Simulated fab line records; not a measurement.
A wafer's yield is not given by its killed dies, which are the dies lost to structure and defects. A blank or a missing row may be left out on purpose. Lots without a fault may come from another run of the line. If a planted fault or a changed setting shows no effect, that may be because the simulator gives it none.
2 desks, one fault + flow sky130 + each desk has only its own numbers; what lay behind them comes last

== METROLOGY DESK ==
Lot by lot, what the gauges showed, no matter which tool ran the lot: averages of those sampled wafers that carry a number. A lot is out of limits, marked OUT, if its mean lies more than 4 standard deviations from the usual mean; the brackets give that distance.
Columns: A = METAL5_ALCU_RS at SKY_METAL5_RS_MEAS_05, usual 0.02703 ohm/sq; B = METAL5_ALCU_THK at SKY_METAL5_THK_MEAS_06, usual 1148 nm
| lot  | first seen here | A                  | B               |
|------|-----------------|--------------------|-----------------|
| L523 | day 43 09:58    | 0.02710            | 1158            |
| L524 | day 43 12:45    | 0.02708            | 1137            |
| L527 | day 44 08:29    | 0.02694            | 1163            |
| L525 | day 44 10:32    | 0.02694            | 1138            |
| L528 | day 45 14:14    | 0.02694            | 1152            |
| L536 | day 47 00:48    | 0.02970 (+9.9) OUT | 1060 (-6.8) OUT |
| L538 | day 47 12:23    | 0.02982 (+10) OUT  | 1051 (-7.5) OUT |
| L539 | day 47 13:19    | 0.02968 (+9.8) OUT | 1061 (-6.7) OUT |
| L540 | day 47 17:18    | 0.02703            | 1151            |
| L542 | day 48 06:04    | 0.02735            | 1142            |
| L543 | day 48 11:37    | 0.02704            | 1147            |
This desk's result: L536, L538, L539 out of limits, first on L536 (METAL5_ALCU_RS at SKY_METAL5_RS_MEAS_05), day 47 00:48. In limits: L523, L524, L527, L525, L528, L540, L542, L543.

== TOOL OWNER'S DESK, pvdSputter-04 ==
The tool's own readings at SKY_METAL5_SPUTTER_02 (material AlCu, target thk 1150 nm, time 61.2 s): means of the sampled wafers that have a number, for each lot that ran on this tool. A lot is out of limits, marked OUT, if its mean lies more than 4 standard deviations from the usual mean; the brackets give that distance.
Columns: A = cathodeDcPowerW at SKY_METAL5_SPUTTER_02, usual 10600 W; B = chamberPressurePa at SKY_METAL5_SPUTTER_02, usual 0.4000 Pa; C = throttleValvePct at SKY_METAL5_SPUTTER_02, usual 30.0 %
| lot  | first seen here | A     | B                        | C               |
|------|-----------------|-------|--------------------------|-----------------|
| L524 | day 43 12:35    | 10600 | 0.4000                   | 29.8            |
| L527 | day 44 08:22    | 10601 | 0.3997                   | 30.0            |
| L525 | day 44 10:25    | 10600 | 0.4005                   | 29.3            |
| L536 | day 47 00:38    | 10600 | 0.5598 (+99 or more) OUT | 26.0            |
| L538 | day 47 12:15    | 10600 | 0.5600 (+99 or more) OUT | 25.2 (-4.3) OUT |
| L539 | day 47 13:12    | 10601 | 0.5605 (+99 or more) OUT | 25.3 (-4.3) OUT |
This desk's finding: out of limits on L536, L538, L539; first on L536, day 47 00:38 (chamberPressurePa at SKY_METAL5_SPUTTER_02). In limits: L524, L527, L525.

== BROUGHT TOGETHER ==
An alarm could have come from the tool owner's desk at day 47 00:38, on L536, L538, L539.
At day 47 00:48 the metrology desk could have sounded an alarm, on L536, L538, L539.
The lots listed all ran SKY_METAL5_SPUTTER_02 on pvdSputter-04.

== WHAT THE SIMULATOR HAD PUT IN ==
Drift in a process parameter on pvdSputter-04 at SKY_METAL5_SPUTTER_02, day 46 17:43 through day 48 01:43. Setting chamberPressurePa shifted by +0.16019 from 0.4. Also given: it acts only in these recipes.
Shown lots that were struck: L536, L538, L539.
Fault start to first reading out of limits, in hours, per desk: tool owner, 7; metrology, 7.
